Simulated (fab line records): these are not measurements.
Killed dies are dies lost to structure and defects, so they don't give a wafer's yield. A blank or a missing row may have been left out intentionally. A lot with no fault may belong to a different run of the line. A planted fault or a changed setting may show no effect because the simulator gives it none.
Comparing a struck lot with a sound one || flow gf180mcu || 15 steps out of a route of 602
Sound: wafers L788.1, L788.2, L788.5. Wafers L803.1, L803.3, L803.6 were the ones struck. The cause is given at the end.
For every step that has rows: the tool of each side, followed by ch and its chambers, followed by its first start. Under that, the readings that differ: sound wafers || struck wafers || difference of the means || sigmas: that difference in standard deviations of wafers without a fault.
alike: a reading whose means differ by less than 2 such deviations, as well as words and numbers matching on both sides. not compared: withheld readings; readings where some wafer has no value; bounds like >300 that might hide an equal value; numbers whose values overlap and for which the record gives no deviation.
Wherever a step has rows on one side only, a row that says differs or no value, or a row with sigmas, the two part there. Numbers that have no deviation but don't overlap get no sigmas and don't part them. Lack of a reading on every wafer of one side parts them only where that side has two or more wafers.

GF_M1_RS_MEAS_05: a four-point-probe measurement.
  sound: film metro-02 at day 18 08:31; struck: film metro-04 at day 23 05:01
  alike: M1_ALCU_RS
GF_M1_THK_MEAS_06: measures by xrf.
  sound: film metro-02 at day 18 08:38; struck: film metro-04 at day 23 05:08
  alike: M1_ALCU_THK
then, 7 steps without rows for these wafers: GF_M1_DEHYDRATE_07 (time 60 s); GF_M1_HMDS_08 (prime time 60 s); GF_M1_COAT_09 (resist thk 1000 nm); GF_M1_SOFTBAKE_10 (time 60 s); GF_M1_EXPOSE_11 (exposes mask Metal1, target cd 230 nm); GF_M1_PEB_12 (peb time 90 s); GF_M1_DEVELOP_13 (develop time 60 s).
GF_M1_CD_MEAS_14 targets a cd of 230 nm.
  sound: cd sem-01 at day 19 08:23; struck: cd sem-01 at day 24 02:46
  alike: cd nm
GF_M1_OVL_MEAS_15:
  sound: overlay-02 at day 19 08:30; struck: overlay-02 at day 24 02:53
  alike: M1_OVL
GF_M1_METAL_ETCH_16: etches the open film in Cl2/BCl3, stops on SiO2, target depth 627.5 nm, time 104.6 s.
  sound on rie metal-03 ch 0,1, day 19 08:32; struck on rie metal-01 ch 0, day 24 02:55
  alike: drypump motor current A, oes product au, throttle valve pct
  not compared: rf hours counter h
GF_M1_STRIP_17: strips in O2/N2.
  sound on plasma asher-04 ch 0,1, day 19 08:39; struck on plasma asher-03 ch 0,1, day 24 03:13
{"reading": "strip time to endpoint s (s)", "sound": "7.97 7.98 7.92", "struck": "6.76 6.76 6.74", "difference": -1.20, "sigmas": -25}
  alike: drypump motor current A, heater power w, oes product au
  not compared: rf hours counter h
then, 1 step without rows for these wafers: GF_M1_STRIP_18 (strips in post etch residue remover, time 1200 s).
GF_PASSIVATION_PROBE_99:
  rows exist in the record for the sound wafers here (prober-01, day 30 19:20), none for the struck ones

== WHERE THEY PART ==
Earliest at GF_M1_STRIP_17; latest, in this record, at GF_PASSIVATION_PROBE_99.

WHY: whatever the simulator had introduced
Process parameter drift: plasma asher-03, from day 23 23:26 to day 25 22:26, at GF_M1_STRIP_17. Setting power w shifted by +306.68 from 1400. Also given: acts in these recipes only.
